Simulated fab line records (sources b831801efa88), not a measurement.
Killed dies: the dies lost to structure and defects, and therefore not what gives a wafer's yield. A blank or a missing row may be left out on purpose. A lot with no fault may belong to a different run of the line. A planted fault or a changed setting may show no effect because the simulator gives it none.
The tool behind it: which one? | flow gf180mcu | 12 lots with 36 wafers sampled at 4 steps, on a route of 602 steps

WHAT THE GAUGES READ, wafer by wafer
GF_PASSIVATION_BOW_MEAS_14. Usual: for PASSIVATION_BOW the level is 140 um and the standard deviation is 11.
lot  | measured     | on            | PASSIVATION_BOW (um) | flag
L756 | day 29 01:10 | film-metro-01 | 126 139 131          |
L758 | day 29 13:38 | film-metro-04 | 165 155 152          |
L761 | day 30 11:31 | film-metro-04 | 121 129 128          |
L762 | day 30 19:50 | film-metro-01 | 137 142 130          |
L763 | day 31 05:41 | film-metro-03 | 137 138 134          |
L766 | day 31 22:16 | film-metro-01 | 149 153 158          |
L769 | day 32 22:40 | film-metro-04 | 138 140 131          |
L770 | day 33 02:20 | film-metro-03 | 145 134 136          |
L771 | day 33 07:53 | film-metro-01 | 142 142 149          |
L773 | day 33 18:19 | film-metro-01 | 135 140 124          |
L778 | day 34 19:13 | film-metro-01 | 141 144 137          |
L779 | day 35 04:05 | film-metro-03 | 146 151 153          |

EACH LOT AND THE TOOL THAT RAN IT (in order: tool; ch and the chambers of the sampled wafers; start)
lot  | GF_M2_METAL_ETCH_16               | GF_V4_SPUTTER_21             | GF_V5_CMP_26
L756 | rie-metal-01 ch 1, day 19 03:14   | pvd-sputter-01, day 24 09:17 | cmp-01 ch 2,3, day 27 04:59
L758 | rie-metal-02 ch 0,1, day 19 22:50 | pvd-sputter-03, day 25 02:49 | cmp-02 ch 0,1, day 27 20:09
L761 | rie-metal-03 ch 0,1, day 21 01:47 | pvd-sputter-02, day 26 01:50 | cmp-02 ch 2,3, day 28 18:10
L762 | rie-metal-02 ch 0,1, day 21 13:44 | pvd-sputter-03, day 26 12:37 | cmp-01 ch 0,1,2, day 29 03:35
L763 | rie-metal-02 ch 0, day 22 00:28   | pvd-sputter-03, day 26 22:49 | cmp-01 ch 1,2, day 29 14:04
L766 | rie-metal-02 ch 0,1, day 23 00:05 | pvd-sputter-01, day 27 17:10 | cmp-01 ch 0,2, day 30 07:07
L769 | rie-metal-02 ch 0,1, day 24 06:19 | pvd-sputter-03, day 28 21:26 | cmp-02 ch 0,2,3, day 31 08:47
L770 | rie-metal-02 ch 0,1, day 24 11:10 | pvd-sputter-03, day 29 02:05 | cmp-02 ch 1,2, day 31 13:43
L771 | rie-metal-02 ch 0,1, day 24 20:20 | pvd-sputter-03, day 29 10:07 | cmp-02 ch 0,1,3, day 31 20:06
L773 | rie-metal-01 ch 0,1, day 25 10:11 | pvd-sputter-02, day 29 22:22 | cmp-01 ch 0,1,3, day 32 06:52
L778 | rie-metal-01 ch 0, day 26 21:48   | pvd-sputter-02, day 31 04:27 | cmp-01 ch 1,2, day 33 09:54
L779 | rie-metal-01 ch 0,1, day 27 08:33 | pvd-sputter-02, day 31 14:08 | cmp-02 ch 1,2,3, day 33 19:38
- GF_M2_METAL_ETCH_16: etches the open film in Cl2/BCl3, stops on SiO2, target depth 627.5 nm, time 104.6 s.
- GF_V4_SPUTTER_21: material Ti, target thk 15 nm, time 80.02 s.
- GF_V5_CMP_26: polishes, stops on SiO2, t overpolish 15 s, target thk 0 nm.

AS READ BY THE TOOLS THEMSELVES (means over the sampled wafers that have a number; for cases with no such wafer, the mark the record gives instead)
GF_M2_METAL_ETCH_16. Usual: bcl3-flow-sccm 40.00 sccm, standard deviation 0.12; drypump-motor-current-A 5.9 A, standard deviation 0.49; oes-product-au 0.972 a.u., standard deviation 0.0064; throttle-valve-pct 28.251 %, standard deviation 0.01.
lot  | tool         | bcl3-flow-sccm (sccm) | drypump-motor-current-A (A) | oes-product-au (a.u.) | throttle-valve-pct (%) | flag
L756 | rie-metal-01 | 39.86                 | 6.0                         | 0.973                 | 28.254                 |
L758 | rie-metal-02 | 39.97                 | 5.6                         | 0.970                 | 28.255                 |
L761 | rie-metal-03 | 40.06                 | 5.7                         | 0.970                 | 28.246                 |
L762 | rie-metal-02 | 39.98                 | 5.6                         | 0.970                 | 28.247                 |
L763 | rie-metal-02 | 39.85                 | 6.4                         | 0.977                 | 28.250                 |
L766 | rie-metal-02 | 39.96                 | 6.0                         | 0.966                 | 28.255                 |
L769 | rie-metal-02 | 40.08                 | 5.6                         | 0.972                 | 28.251                 |
L770 | rie-metal-02 | 40.01                 | 6.0                         | 0.971                 | 28.243                 |
L771 | rie-metal-02 | 39.97                 | 5.6                         | 0.976                 | 28.242                 |
L773 | rie-metal-01 | 40.23                 | 5.8                         | 0.967                 | 28.251                 |
L778 | rie-metal-01 | 40.03                 | 5.7                         | 0.972                 | 28.256                 |
L779 | rie-metal-01 | 39.98                 | 5.8                         | 0.961                 | 28.261                 |

GF_V4_SPUTTER_21. Usual: throttle-valve-pct 30.1 %, standard deviation 0.96.
lot  | tool           | throttle-valve-pct (%) | flag
L756 | pvd-sputter-01 | 29.9                   |
L758 | pvd-sputter-03 | 30.5                   |
L761 | pvd-sputter-02 | 30.7                   |
L762 | pvd-sputter-03 | 30.0                   |
L763 | pvd-sputter-03 | 30.5                   |
L766 | pvd-sputter-01 | 29.9                   |
L769 | pvd-sputter-03 | 30.1                   |
L770 | pvd-sputter-03 | 29.1                   |
L771 | pvd-sputter-03 | 30.0                   |
L773 | pvd-sputter-02 | 29.8                   |
L778 | pvd-sputter-02 | 30.3                   |
L779 | pvd-sputter-02 | 29.7                   |

GF_V5_CMP_26. Usual: motor-current-A 11.2 A, standard deviation 1.4; overpolish-run-s 15.000 s, standard deviation 0.0088; time-to-endpoint-s 83 s, standard deviation 3.5.
lot  | tool   | motor-current-A (A) | overpolish-run-s (s) | time-to-endpoint-s (s) | flag
L756 | cmp-01 | 11.7                | 14.993               | 85                     |
L758 | cmp-02 | 12.4                | 14.993               | 79                     |
L761 | cmp-02 | 9.1                 | 15.001               | 84                     |
L762 | cmp-01 | 11.6                | 14.992               | 80                     |
L763 | cmp-01 | 12.1                | 15.000               | 82                     |
L766 | cmp-01 | 11.6                | 15.001               | 82                     |
L769 | cmp-02 | 10.8                | 15.000               | 82                     |
L770 | cmp-02 | 11.1                | 15.000               | 86                     |
L771 | cmp-02 | 11.4                | 15.010               | 86                     |
L773 | cmp-01 | 11.3                | 14.997               | 81                     |
L778 | cmp-01 | 11.9                | 14.993               | 81                     |
L779 | cmp-02 | 10.6                | 15.005               | 83                     |

THE ANSWER, worked out from the rows above alone
Rule: lot off if the mean of its wafers having a number is beyond 3 standard deviations from the usual mean. Also off: a lot with no number at a reading for which 4 or more lots have one. Any other lot the step has rows for is counted as sound. Order of review: gauges by route order, followed by the tools' own readings, for which a lot's mean as printed above is used. At the first step where some lot is off, the reading lying furthest off is the one used; lots without a number count as furthest.
No lot is off at any reading shown: from this, nothing can be told.

WHAT WAS PUT IN BY THE SIMULATOR
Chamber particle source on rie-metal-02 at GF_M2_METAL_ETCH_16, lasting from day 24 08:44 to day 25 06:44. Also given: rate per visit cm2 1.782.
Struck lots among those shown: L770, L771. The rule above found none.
